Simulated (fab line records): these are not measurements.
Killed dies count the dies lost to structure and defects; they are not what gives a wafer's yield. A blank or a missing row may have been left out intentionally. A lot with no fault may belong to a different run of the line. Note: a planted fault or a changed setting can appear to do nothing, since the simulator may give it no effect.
Chamber matching	flow gf180mcu	cmp-02 running GF_V1_CMP_26: 4 sister chambers
The step polishes, stops on SiO2, t overpolish 15 s, target thk 0 nm. 7 wafers are shown with their chamber, then 8 later ones without.

## WAFERS, EACH WITH ITS CHAMBER
wafer	chamber	motor_current_A (A)	overpolish_run_s (s)
L479.1	1	13.2	15.007
L487.5	0	9.0	15.005
L487.6	3	12.4	15.004
L488.1	1	13.5	15.003
L488.3	0	8.8	15.001
L488.6	3	12.7	14.999
L497.1	2	10.0	14.993

## WAFERS WITH NO CHAMBER GIVEN
wafer	motor_current_A (A)	overpolish_run_s (s)
L497.2	14.2	14.992
L497.6	13.2	15.009
L498.2	12.8	15.012
L498.4	9.8	14.994
L498.6	13.7	14.994
L499.1	12.6	14.986
L499.3	9.3	14.997
L499.5	13.8	15.003

## EACH ONE'S CHAMBER
wafer	from the rows above	in truth
L497.2	1	1
L497.6	1	1
L498.2	can't be placed: 3 or 1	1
L498.4	2	2
L498.6	1	1
L499.1	3	3
L499.3	can't be placed: 0 or 2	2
L499.5	1	1
6 of 8 placed correctly. These rows do not allow placing 2 (true chamber among the candidates in 2). Number placed wrongly: 0.
How it was worked out, from the rows above alone: a wafer's distance from a chamber is the root of the sum, over the readings, of the square of ((its reading less the chamber's mean) divided by the reading's scatter). The wafer belongs to the nearest chamber; if the next one is less than 2 further off, it can't be placed. For every chamber, the mean is computed from those of its wafers that are shown. The scatter: take each reading less its chamber's mean, square it, sum over the shown wafers, divide by the number of wafers less the number of chambers, and take the root.
